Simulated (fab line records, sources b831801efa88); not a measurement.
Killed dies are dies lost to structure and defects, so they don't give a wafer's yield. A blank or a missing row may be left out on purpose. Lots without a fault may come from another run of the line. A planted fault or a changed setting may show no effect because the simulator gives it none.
Problem report in the 8D (eight disciplines) form, filled by code | flow sfq_line | the parts of the form that need people (team, actions taken, sign-off) are left out

1. THE PROBLEM
M5_OVL at SFQ_M5_OVL_MEAS_932 reads a mean of 141 nm on 6 wafers of 2 lots; wafers without a fault read 0 nm with a standard deviation of 5.5. That is +26 standard deviations from the usual mean.
First seen on wafer L894.1, day 55 18:50, on overlay-02. The record holds 42 wafers of 14 lots with a number at this step. Rule for "out", or "out of limits": more than 4 standard deviations from the usual mean. The other wafers with a number count as sound.

2. WHAT IT IS AND WHAT IT IS NOT
question                    | is                     | is not
which readings at this step | M5_OVL                 | -
which lots                  | L894, L895             | L885, L886, L887, L888, L890, L900, L901, L903, L904, L906, L907, L908
which wafers of those lots  | all that have a number | -
read on which gauges        | overlay-02             | overlay-01
when                        | from day 55 18:50      | up to then (15 sound wafers); but 21 sound wafers of L900, L901, L903, L904, L906, L907, L908 came after

3. SUSPECTS, AND WHAT RULES EACH OUT
Counting: a tool at a process step up to the reading stays a suspect if it ran every lot that is out and no sound lot after the first of them.
- the gauge at SFQ_M5_OVL_MEAS_932: kept. All the wafers that are out were read on overlay-02, and no step on other tools shows them out.
- krf_scanner-01 at SFQ_TRILAYER_M5_LITHO_EXPOSE_124 (exposes mask M5, target cd 700 nm): kept. It ran every lot that is out, first L894 (day 55 17:20), and no sound lot after that; its last sound lot up to then is L888 (day 52 10:52).
Left after counting: krf_scanner-01 at SFQ_TRILAYER_M5_LITHO_EXPOSE_124, overlay-02 at SFQ_M5_OVL_MEAS_932.

4. THE CAUSE (what the simulator had put in)
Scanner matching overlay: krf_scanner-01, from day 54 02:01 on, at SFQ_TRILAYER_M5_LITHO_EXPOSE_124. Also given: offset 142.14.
Counting left 2 suspects, and this tool is among them.

5. THE CHAIN OF EFFECTS, in route order
Each row: a reading whose mean over the struck wafers that have a number lies more than 3 standard deviations from the usual. Only readings for which the record gives a usual standard deviation are gone through. hours: the time from each lot's start at the first step in this table that gives one to its start at this step, as a median over the lots. sigmas: the change in usual standard deviations.
hours | step                | reading | usual | on struck wafers | change | sigmas
0     | SFQ_M5_OVL_MEAS_932 | M5_OVL  | 0 nm  | 141              | +141   | +26

6. WHAT WOULD HAVE CAUGHT IT SOONER
In this record the first reading out of limits at a measuring or inspecting step was taken at day 55 18:50, 41 hours after the fault began at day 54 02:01.
Of the tool readings at SFQ_TRILAYER_M5_LITHO_EXPOSE_124 for which the record gives a usual standard deviation, none was out on any struck wafer, so an alarm limit of 4 standard deviations on them would not have fired.
All the lots that are out (2) had begun SFQ_TRILAYER_M5_LITHO_EXPOSE_124 on krf_scanner-01 by day 55 18:50. A hold on the tool at that time would have spared none of them.
